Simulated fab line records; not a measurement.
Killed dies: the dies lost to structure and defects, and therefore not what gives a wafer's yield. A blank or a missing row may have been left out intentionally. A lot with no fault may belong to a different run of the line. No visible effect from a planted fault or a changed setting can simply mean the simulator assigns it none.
What tool caused it? | flow gf180mcu | 15 lots, 45 wafers sampled, at 5 steps of a route of 602

## WHAT THE GAUGES READ, wafer by wafer
GF_STI_THK_MEAS_02. Usual: STI_OXIDATION_THK gives 10.01 nm (standard deviation 0.22).
lot  | measured    | on            | STI_OXIDATION_THK (nm) | flag
L957 | day 1 11:31 | film-metro-01 | 10.19 10.19 10.16      |
L958 | day 1 17:19 | film-metro-01 | 9.68 9.65 9.65         |
L959 | day 2 00:04 | film-metro-01 | 9.70 9.55 9.73         |
L960 | day 2 02:37 | film-metro-01 | 9.84 9.90 9.97         |
L961 | day 2 07:31 | film-metro-03 | 9.68 9.80 9.77         |
L965 | day 3 04:07 | film-metro-01 | 10.44 10.28 10.43      |
L969 | day 3 23:44 | film-metro-02 | 10.28 10.07 10.27      |
L970 | day 4 04:31 | film-metro-01 | 10.05 10.06 10.13      |
L972 | day 4 15:40 | film-metro-02 | 10.12 10.10 10.28      |
L974 | day 5 00:31 | film-metro-03 | 10.23 10.21 10.30      |
L975 | day 5 05:32 | film-metro-03 | 9.95 10.12 10.04       |
L976 | day 5 10:51 | film-metro-02 | 9.93 9.85 10.06        |
L978 | day 5 20:31 | film-metro-03 | 10.28 10.27 10.38      |
L979 | day 6 03:40 | film-metro-02 | 9.92 9.78 9.80         |
L980 | day 6 07:57 | film-metro-01 | 9.97 9.82 9.99         |

GF_STI_THK_MEAS_04. Usual: STI_CVD_03_THK gives 207.3 nm (standard deviation 1.8).
lot  | measured    | on            | STI_CVD_03_THK (nm) | flag
L957 | day 1 13:34 | film-metro-01 | 206.9 206.0 206.9   |
L958 | day 1 19:22 | film-metro-02 | 208.1 208.3 207.7   |
L959 | day 2 02:07 | film-metro-03 | 207.5 207.6 206.8   |
L960 | day 2 04:40 | film-metro-02 | 203.3 206.4 206.4   |
L961 | day 2 09:34 | film-metro-03 | 207.2 208.4 208.0   |
L965 | day 3 06:10 | film-metro-03 | 210.3 210.8 209.0   |
L969 | day 4 01:46 | film-metro-03 | 206.3 205.6 206.8   |
L970 | day 4 06:34 | film-metro-03 | 208.2 207.5 208.9   |
L972 | day 4 17:43 | film-metro-02 | 208.7 207.8 208.6   |
L974 | day 5 02:34 | film-metro-03 | 203.6 206.5 203.5   |
L975 | day 5 07:35 | film-metro-01 | 206.5 205.5 207.1   |
L976 | day 5 12:54 | film-metro-03 | 211.3 210.5 209.6   |
L978 | day 5 23:34 | film-metro-01 | 208.9 207.5 207.5   |
L979 | day 6 05:43 | film-metro-03 | 206.8 206.1 206.1   |
L980 | day 6 09:59 | film-metro-03 | 202.4 202.7 204.0   |

GF_STI_THK_MEAS_22. Usual: STI_OXIDATION_01_THK gives 15.0 nm (standard deviation 0.36).
lot  | measured    | on            | STI_OXIDATION_01_THK (nm) | flag
L957 | day 2 03:11 | film-metro-03 | 14.2 14.3 14.3            |
L958 | day 2 08:44 | film-metro-01 | 14.8 15.0 15.0            |
L959 | day 2 16:38 | film-metro-03 | 15.0 15.1 15.3            |
L960 | day 2 18:55 | film-metro-02 | 14.9 15.0 14.8            |
L961 | day 3 00:14 | film-metro-01 | 14.9 14.8 15.0            |
L965 | day 3 20:28 | film-metro-03 | 15.4 15.5 15.6            |
L969 | day 4 17:23 | film-metro-03 | 14.3 14.3 14.2            |
L970 | day 4 22:31 | film-metro-02 | 15.1 15.1 15.3            |
L972 | day 5 09:28 | film-metro-03 | 15.6 15.3 15.5            |
L974 | day 5 19:29 | film-metro-02 | 15.5 15.4 15.3            |
L975 | day 5 23:31 | film-metro-02 | 15.4 15.4 15.1            |
L976 | day 6 06:32 | film-metro-02 | 14.7 14.7 14.8            |
L978 | day 6 15:52 | film-metro-03 | 15.0 15.4 15.3            |
L979 | day 6 22:38 | film-metro-02 | 15.2 15.0 15.0            |
L980 | day 7 05:30 | film-metro-03 | 14.6 14.8 14.7            |

GF_DNWELL_TW_MEAS_09. Usual: DNWELL_TW gives 1352 (standard deviation 12).
lot  | measured    | on            | DNWELL_TW      | flag
L957 | day 2 17:59 | film-metro-03 | 1357 1353 1358 |
L958 | day 2 23:49 | film-metro-03 | 1348 1347 1349 |
L959 | day 3 08:10 | film-metro-03 | 31 31 31       | OFF
L960 | day 3 10:54 | film-metro-04 | 31 31 31       | OFF
L961 | day 3 16:10 | film-metro-04 | 31 31 31       | OFF
L965 | day 4 13:07 | film-metro-03 | 1346 1336 1342 |
L969 | day 5 11:16 | film-metro-03 | 1356 1366 1361 |
L970 | day 5 15:28 | film-metro-04 | 1359 1359 1349 |
L972 | day 6 03:56 | film-metro-03 | 1367 1355 1359 |
L974 | day 6 12:01 | film-metro-04 | 1353 1356 1357 |
L975 | day 6 20:20 | film-metro-03 | 1358 1360 1354 |
L976 | day 7 02:37 | film-metro-04 | 1366 1371 1364 |
L978 | day 7 10:29 | film-metro-04 | 1371 1371 1370 |
L979 | day 7 17:35 | film-metro-03 | 1352 1347 1355 |
L980 | day 8 02:49 | film-metro-04 | 1356 1351 1343 |

## WHAT TOOL EACH LOT RAN ON (gives the tool, then ch and the chambers of the sampled wafers, and finally the start)
lot  | GF_DNWELL_EXPOSE_04
L957 | iline-stepper-02 ch 0, day 2 11:33
L958 | iline-stepper-01 ch 0, day 2 17:52
L959 | iline-stepper-01, day 3 01:17
L960 | iline-stepper-01, day 3 04:28
L961 | iline-stepper-01, day 3 09:32
L965 | iline-stepper-01 ch 0, day 4 05:35
L969 | iline-stepper-02 ch 0, day 5 04:08
L970 | iline-stepper-02 ch 0, day 5 08:46
L972 | iline-stepper-02 ch 0, day 5 20:08
L974 | iline-stepper-01 ch 0, day 6 05:05
L975 | iline-stepper-01 ch 0, day 6 12:43
L976 | iline-stepper-01 ch 0, day 6 18:41
L978 | iline-stepper-02 ch 0, day 7 02:02
L979 | iline-stepper-02 ch 0, day 7 09:54
L980 | iline-stepper-02 ch 0, day 7 18:35
- GF_DNWELL_EXPOSE_04: exposes mask DNWELL, target cd 1700 nm.

## AS READ BY THE TOOLS THEMSELVES (means over the sampled wafers that have a number; for cases with no such wafer, the mark the record gives instead)
GF_DNWELL_EXPOSE_04. Usual: exposure-dose-mJ-cm2 260.04, standard deviation 0.27; focus-offset-nm 0.0 nm, standard deviation 0.51; reticle-temp-C 23.02 C, standard deviation 0.1.
lot  | tool             | exposure-dose-mJ-cm2 | focus-offset-nm (nm) | reticle-temp-C (C) | flag
L957 | iline-stepper-02 | 260.05               | -0.2                 | 23.17              |
L958 | iline-stepper-01 | 260.04               | 0.6                  | 22.93              |
L959 | iline-stepper-01 | -                    | -                    | -                  | OFF
L960 | iline-stepper-01 | -                    | -                    | -                  | OFF
L961 | iline-stepper-01 | -                    | -                    | -                  | OFF
L965 | iline-stepper-01 | 260.25               | -0.3                 | 23.11              |
L969 | iline-stepper-02 | 259.69               | -0.8                 | 23.01              |
L970 | iline-stepper-02 | 259.88               | 0.5                  | 23.00              |
L972 | iline-stepper-02 | 260.15               | -0.1                 | 22.92              |
L974 | iline-stepper-01 | 260.25               | -0.1                 | 22.98              |
L975 | iline-stepper-01 | 260.13               | 0.0                  | 22.87              |
L976 | iline-stepper-01 | 259.91               | 0.1                  | 23.01              |
L978 | iline-stepper-02 | 259.75               | -0.1                 | 22.97              |
L979 | iline-stepper-02 | 259.71               | 0.2                  | 23.18              |
L980 | iline-stepper-02 | 260.21               | 0.5                  | 23.03              |

## THE ANSWER, worked out from the rows above alone
Rule: a lot counts as off when the mean over its wafers that have a number is more than 3 standard deviations away from the usual mean. A lot without any number at a reading at which 4 lots or more have one is off too. The other lots that the step has rows for count as sound. After the gauges, taken in route order, come the tools' own readings; for these a lot's mean is taken, as printed above. The first step at which some lot is off is used, and at that step the reading that is off furthest; a lot without a number counts as furthest.
Off: L959, L960, L961, seen at GF_DNWELL_TW_MEAS_09 (DNWELL_TW).
If a tool, at a process step before that reading, ran all the lots that are off and no sound lot after the first of them, it fits. The gauges at GF_DNWELL_TW_MEAS_09 aren't tried: what is off there is off at GF_DNWELL_EXPOSE_04 too, on other tools, and a gauge's error can't cause that. None of those tried fits.

## WHAT THE SIMULATOR HAD INSERTED
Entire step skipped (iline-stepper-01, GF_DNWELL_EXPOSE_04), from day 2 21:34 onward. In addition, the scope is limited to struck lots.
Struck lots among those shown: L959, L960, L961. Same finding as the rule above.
